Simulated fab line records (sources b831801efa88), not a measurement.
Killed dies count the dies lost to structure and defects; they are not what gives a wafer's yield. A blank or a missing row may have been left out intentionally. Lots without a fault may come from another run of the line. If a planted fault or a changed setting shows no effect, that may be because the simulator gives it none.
Which tool was responsible? / flow gf180mcu / Sampling: 11 lots, 33 wafers, 5 of 602 route steps

WHAT THE GAUGES READ, wafer by wafer
GF_STI_BOW_MEAS_00.
lot=L104; measured=day 1 10:01; on=film_metro-03; INCOMING_BOW (um)=12 -13 -9
lot=L106; measured=day 1 20:01; on=film_metro-03; INCOMING_BOW (um)=2 6 -1
lot=L108; measured=day 2 06:01; on=film_metro-01; INCOMING_BOW (um)=3 7 2
lot=L110; measured=day 2 16:00; on=film_metro-03; INCOMING_BOW (um)=-3 6 -3
lot=L112; measured=day 3 02:01; on=film_metro-02; INCOMING_BOW (um)=-13 -6 10
lot=L113; measured=day 3 07:00; on=film_metro-02; INCOMING_BOW (um)=5 8 5
lot=L115; measured=day 3 17:02; on=film_metro-01; INCOMING_BOW (um)=-1 1 -5
lot=L120; measured=day 4 18:00; on=film_metro-02; INCOMING_BOW (um)=-1 -3 9
lot=L121; measured=day 4 23:00; on=film_metro-03; INCOMING_BOW (um)=-14 1 -13
lot=L124; measured=day 5 14:00; on=film_metro-02; INCOMING_BOW (um)=7 -3 7
lot=L126; measured=day 6 00:00; on=film_metro-03; INCOMING_BOW (um)=4 -1 -1

GF_PSD_RS_MEAS_14: the measuring method here is four-point-probe.
lot=L104; measured=day 14 04:34; on=film_metro-03; NSD_RS (ohm/sq)=46.07 46.19 46.05
lot=L106; measured=day 14 19:59; on=film_metro-01; NSD_RS (ohm/sq)=46.22 46.27 46.16
lot=L108; measured=day 15 12:31; on=film_metro-01; NSD_RS (ohm/sq)=46.20 46.19 46.12
lot=L110; measured=day 16 02:52; on=film_metro-01; NSD_RS (ohm/sq)=46.20 46.25 46.16
lot=L112; measured=day 16 18:08; on=film_metro-01; NSD_RS (ohm/sq)=46.25 46.28 46.19
lot=L113; measured=day 17 08:15; on=film_metro-01; NSD_RS (ohm/sq)=46.04 46.12 46.18
lot=L115; measured=day 18 01:07; on=film_metro-03; NSD_RS (ohm/sq)=46.23 46.00 46.19
lot=L120; measured=day 19 23:36; on=film_metro-01; NSD_RS (ohm/sq)=46.24 46.17 45.98
lot=L121; measured=day 20 02:37; on=film_metro-04; NSD_RS (ohm/sq)=47.54 47.54 47.60
lot=L124; measured=day 21 09:15; on=film_metro-03; NSD_RS (ohm/sq)=47.47 47.35 47.42
lot=L126; measured=day 22 10:37; on=film_metro-04; NSD_RS (ohm/sq)=46.09 46.20 46.26

EACH LOT AND THE TOOL THAT RAN IT (in order: tool; ch and the chambers of the sampled wafers; start)
lot=L104; GF_HV_LDD_STRIP_22=plasma_asher-03 ch 0,1, day 10 18:02; GF_NSD_IMPLANT_10=implanter-01 ch 0, day 13 07:44; GF_NSD_STRIP_11=plasma_asher-04 ch 0,1, day 13 07:52
lot=L106; GF_HV_LDD_STRIP_22=plasma_asher-03 ch 0,1, day 11 07:13; GF_NSD_IMPLANT_10=implanter-01 ch 0, day 13 22:38; GF_NSD_STRIP_11=plasma_asher-04 ch 0,1, day 13 22:46
lot=L108; GF_HV_LDD_STRIP_22=plasma_asher-01 ch 0,1, day 11 22:40; GF_NSD_IMPLANT_10=implanter-03 ch 0, day 14 14:47; GF_NSD_STRIP_11=plasma_asher-01 ch 0,1, day 14 14:55
lot=L110; GF_HV_LDD_STRIP_22=plasma_asher-04 ch 0,1, day 12 12:28; GF_NSD_IMPLANT_10=implanter-01 ch 0, day 15 04:52; GF_NSD_STRIP_11=plasma_asher-02 ch 0,1, day 15 05:01
lot=L112; GF_HV_LDD_STRIP_22=plasma_asher-01 ch 0, day 13 01:16; GF_NSD_IMPLANT_10=implanter-03 ch 0, day 15 19:24; GF_NSD_STRIP_11=plasma_asher-02 ch 0, day 15 19:31
lot=L113; GF_HV_LDD_STRIP_22=plasma_asher-01 ch 1, day 13 13:34; GF_NSD_IMPLANT_10=implanter-01 ch 0, day 16 08:59; GF_NSD_STRIP_11=plasma_asher-04 ch 0,1, day 16 09:08
lot=L115; GF_HV_LDD_STRIP_22=plasma_asher-04 ch 0,1, day 14 05:11; GF_NSD_IMPLANT_10=implanter-01 ch 0, day 17 01:37; GF_NSD_STRIP_11=plasma_asher-04 ch 0,1, day 17 01:46
lot=L120; GF_HV_LDD_STRIP_22=plasma_asher-01 ch 0,1, day 15 20:46; GF_NSD_IMPLANT_10=implanter-03 ch 0, day 18 22:14; GF_NSD_STRIP_11=plasma_asher-02 ch 0,1, day 18 22:23
lot=L121; GF_HV_LDD_STRIP_22=plasma_asher-04 ch 0,1, day 16 01:13; GF_NSD_IMPLANT_10=implanter-03 ch 0, day 19 01:41; GF_NSD_STRIP_11=plasma_asher-02 ch 0,1, day 19 01:50
lot=L124; GF_HV_LDD_STRIP_22=plasma_asher-03 ch 0,1, day 17 05:28; GF_NSD_IMPLANT_10=implanter-03 ch 0, day 20 09:13; GF_NSD_STRIP_11=plasma_asher-01 ch 0,1, day 20 09:22
lot=L126; GF_HV_LDD_STRIP_22=plasma_asher-01 ch 0,1, day 18 06:49; GF_NSD_IMPLANT_10=implanter-04 ch 0, day 21 10:19; GF_NSD_STRIP_11=plasma_asher-04 ch 0,1, day 21 10:28
- GF_HV_LDD_STRIP_22: strips in O2/N2.
- GF_NSD_IMPLANT_10
- GF_NSD_STRIP_11: strips in O2/N2.

WHAT THE TOOLS THEMSELVES READ (means of the sampled wafers that have a number; where no wafer has one, the mark that the record gives instead)
GF_HV_LDD_STRIP_22.
lot=L104; tool=plasma_asher-03; drypump_motor_current_A (A)=5.4; heater_power_w (W)=334; o2_flow_sccm (sccm)=3000; oes_product_au (a.u.)=0.714; strip_time_to_endpoint_s (s)=12.60
lot=L106; tool=plasma_asher-03; drypump_motor_current_A (A)=5.4; heater_power_w (W)=329; o2_flow_sccm (sccm)=3003; oes_product_au (a.u.)=0.717; strip_time_to_endpoint_s (s)=12.60
lot=L108; tool=plasma_asher-01; drypump_motor_current_A (A)=5.4; heater_power_w (W)=320; o2_flow_sccm (sccm)=2988; oes_product_au (a.u.)=0.717; strip_time_to_endpoint_s (s)=12.69
lot=L110; tool=plasma_asher-04; drypump_motor_current_A (A)=5.8; heater_power_w (W)=326; o2_flow_sccm (sccm)=3007; oes_product_au (a.u.)=0.716; strip_time_to_endpoint_s (s)=12.58
lot=L112; tool=plasma_asher-01; drypump_motor_current_A (A)=5.6; heater_power_w (W)=303; o2_flow_sccm (sccm)=3004; oes_product_au (a.u.)=0.714; strip_time_to_endpoint_s (s)=12.59
lot=L113; tool=plasma_asher-01; drypump_motor_current_A (A)=5.0; heater_power_w (W)=344; o2_flow_sccm (sccm)=3000; oes_product_au (a.u.)=0.716; strip_time_to_endpoint_s (s)=12.57
lot=L115; tool=plasma_asher-04; drypump_motor_current_A (A)=5.8; heater_power_w (W)=330; o2_flow_sccm (sccm)=2994; oes_product_au (a.u.)=0.722; strip_time_to_endpoint_s (s)=12.59
lot=L120; tool=plasma_asher-01; drypump_motor_current_A (A)=5.1; heater_power_w (W)=326; o2_flow_sccm (sccm)=2994; oes_product_au (a.u.)=0.715; strip_time_to_endpoint_s (s)=12.57
lot=L121; tool=plasma_asher-04; drypump_motor_current_A (A)=5.8; heater_power_w (W)=327; o2_flow_sccm (sccm)=3001; oes_product_au (a.u.)=0.713; strip_time_to_endpoint_s (s)=12.59
lot=L124; tool=plasma_asher-03; drypump_motor_current_A (A)=5.8; heater_power_w (W)=338; o2_flow_sccm (sccm)=3010; oes_product_au (a.u.)=0.720; strip_time_to_endpoint_s (s)=12.64
lot=L126; tool=plasma_asher-01; drypump_motor_current_A (A)=5.1; heater_power_w (W)=330; o2_flow_sccm (sccm)=3006; oes_product_au (a.u.)=0.715; strip_time_to_endpoint_s (s)=12.61

GF_NSD_IMPLANT_10.
lot=L104; tool=implanter-01; beam_on_s (s)=9.87; faraday_current_uA=2820
lot=L106; tool=implanter-01; beam_on_s (s)=10.07; faraday_current_uA=2764
lot=L108; tool=implanter-03; beam_on_s (s)=10.16; faraday_current_uA=2748
lot=L110; tool=implanter-01; beam_on_s (s)=10.05; faraday_current_uA=2777
lot=L112; tool=implanter-03; beam_on_s (s)=9.87; faraday_current_uA=2823
lot=L113; tool=implanter-01; beam_on_s (s)=10.13; faraday_current_uA=2761
lot=L115; tool=implanter-01; beam_on_s (s)=10.15; faraday_current_uA=2742
lot=L120; tool=implanter-03; beam_on_s (s)=9.85; faraday_current_uA=2833
lot=L121; tool=implanter-03; beam_on_s (s)=7.80; faraday_current_uA=3571
lot=L124; tool=implanter-03; beam_on_s (s)=7.79; faraday_current_uA=3574
lot=L126; tool=implanter-04; beam_on_s (s)=9.97; faraday_current_uA=2797

GF_NSD_STRIP_11.
lot=L104; tool=plasma_asher-04; drypump_motor_current_A (A)=6.0; heater_power_w (W)=309; o2_flow_sccm (sccm)=3000; oes_product_au (a.u.)=0.484; strip_time_to_endpoint_s (s)=22.90
lot=L106; tool=plasma_asher-04; drypump_motor_current_A (A)=5.8; heater_power_w (W)=329; o2_flow_sccm (sccm)=3007; oes_product_au (a.u.)=0.483; strip_time_to_endpoint_s (s)=22.88
lot=L108; tool=plasma_asher-01; drypump_motor_current_A (A)=5.2; heater_power_w (W)=327; o2_flow_sccm (sccm)=3003; oes_product_au (a.u.)=0.491; strip_time_to_endpoint_s (s)=22.94
lot=L110; tool=plasma_asher-02; drypump_motor_current_A (A)=5.7; heater_power_w (W)=367; o2_flow_sccm (sccm)=3002; oes_product_au (a.u.)=0.491; strip_time_to_endpoint_s (s)=22.93
lot=L112; tool=plasma_asher-02; drypump_motor_current_A (A)=5.8; heater_power_w (W)=358; o2_flow_sccm (sccm)=3003; oes_product_au (a.u.)=0.484; strip_time_to_endpoint_s (s)=22.99
lot=L113; tool=plasma_asher-04; drypump_motor_current_A (A)=6.0; heater_power_w (W)=304; o2_flow_sccm (sccm)=2997; oes_product_au (a.u.)=0.491; strip_time_to_endpoint_s (s)=22.96
lot=L115; tool=plasma_asher-04; drypump_motor_current_A (A)=5.8; heater_power_w (W)=332; o2_flow_sccm (sccm)=3007; oes_product_au (a.u.)=0.487; strip_time_to_endpoint_s (s)=22.97
lot=L120; tool=plasma_asher-02; drypump_motor_current_A (A)=5.6; heater_power_w (W)=364; o2_flow_sccm (sccm)=3002; oes_product_au (a.u.)=0.485; strip_time_to_endpoint_s (s)=23.00
lot=L121; tool=plasma_asher-02; drypump_motor_current_A (A)=5.7; heater_power_w (W)=370; o2_flow_sccm (sccm)=3006; oes_product_au (a.u.)=0.488; strip_time_to_endpoint_s (s)=22.85
lot=L124; tool=plasma_asher-01; drypump_motor_current_A (A)=5.4; heater_power_w (W)=318; o2_flow_sccm (sccm)=2999; oes_product_au (a.u.)=0.489; strip_time_to_endpoint_s (s)=22.82
lot=L126; tool=plasma_asher-04; drypump_motor_current_A (A)=5.8; heater_power_w (W)=325; o2_flow_sccm (sccm)=2997; oes_product_au (a.u.)=0.484; strip_time_to_endpoint_s (s)=22.91

THE ANSWER, worked out from the rows above alone
Rule: the usual values come from the lots themselves. Put in order of their means at a reading, lots are off if they are a third of the lots or fewer, leave a main group of 4 or more, and stand apart from it by a gap of 3 or more times the standard deviation of the main group's means; of several such gaps the widest counts. A main group is skipped when, at the precision printed for the reading in the tables above, its means are all equal. Also off: a lot with no number at a reading for which 4 or more lots have one. Any other lot the step has rows for is counted as sound. First the gauges in route order, then the tools' own readings, where a lot's mean is used as printed above. The first step at which some lot is off is used, and at that step the reading that is off furthest; a lot without a number counts as furthest.
Off: L121, L124, seen at GF_PSD_RS_MEAS_14 (NSD_RS). The main group: mean 46.17 ohm/sq, standard deviation 0.045.
A tool fits if, at a process step before that reading, it ran every lot that is off, and no sound lot after the first of them. Not tried: the gauges at GF_PSD_RS_MEAS_14; whatever is off there is also off at GF_NSD_IMPLANT_10, on other tools, and gauge error can't account for it. One fits: implanter-03 at GF_NSD_IMPLANT_10. A fault onset in the window from L120 (day 18 22:14, its last sound lot) to L121 (day 19 01:41, its first lot off) fits.
The tool's own readings at GF_NSD_IMPLANT_10 bear it out: on the lots that are off they differ by more than 5 times the standard deviation of the sound lots' means. beam_on_s reads 7.79 s there against 10.01 s on the sound lots; faraday_current_uA reads 3572 there against 2785 on the sound lots.

WHAT THE SIMULATOR HAD PUT IN
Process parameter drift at GF_NSD_IMPLANT_10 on implanter-03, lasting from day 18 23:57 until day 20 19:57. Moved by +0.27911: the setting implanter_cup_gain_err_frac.
Shown lots that were struck: L121, L124. The rule given above showed the same thing.
